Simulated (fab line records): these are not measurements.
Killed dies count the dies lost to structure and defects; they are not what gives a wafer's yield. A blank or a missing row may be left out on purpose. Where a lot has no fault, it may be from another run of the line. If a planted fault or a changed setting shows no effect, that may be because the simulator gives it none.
Chamber matching + flow sky130 + rieDiel-01 running SKY_FIELD_ISO_ETCH_14: 4 sister chambers
The step etches BARC in N2/H2, stops on SiO2, time 45.9 s, target depth 60 nm. 4 wafers are shown with their chamber, then 8 later ones without.

== WAFERS WITH THEIR CHAMBER ==
| wafer  | chamber | n2FlowSccm (sccm) |
|--------|---------|-------------------|
| L728.4 | 0       | 100.37            |
| L731.1 | 3       | 100.09            |
| L731.5 | 1       | 99.78             |
| L732.2 | 2       | 100.20            |

== WAFERS WHOSE CHAMBER IS MISSING ==
| wafer  | n2FlowSccm (sccm) |
|--------|-------------------|
| L732.5 | 99.75             |
| L732.6 | 100.09            |
| L738.2 | 100.02            |
| L738.3 | 99.67             |
| L738.5 | 100.03            |
| L739.1 | 100.22            |
| L739.2 | 99.78             |
| L739.4 | 100.08            |

== CHAMBER TAKEN BY EACH ==
| wafer  | from the rows above | in truth                   |
|--------|---------------------|----------------------------|
| L732.5 | 1                   | 1                          |
| L732.6 | 3                   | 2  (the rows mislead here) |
| L738.2 | 3                   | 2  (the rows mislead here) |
| L738.3 | 1                   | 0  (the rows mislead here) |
| L738.5 | 3                   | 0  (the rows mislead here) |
| L739.1 | 2                   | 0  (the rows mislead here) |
| L739.2 | 1                   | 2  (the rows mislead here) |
| L739.4 | 3                   | 3                          |
Placed correctly: 2 of 8. Not placeable from these rows: 0. 6 placed wrongly.
How it was worked out, from the rows above alone: a wafer's distance from a chamber is the root of the sum, over the readings, of the square of ((its reading less the chamber's mean) divided by the reading's scatter). If the next closest chamber is less than 2 further off than the closest, the wafer can't be placed; otherwise it belongs to the closest. A chamber's mean is the mean of its shown wafers. The scatter: with one shown wafer a chamber, the root of the mean of the squares of how far each hidden wafer lies from its nearest shown one.
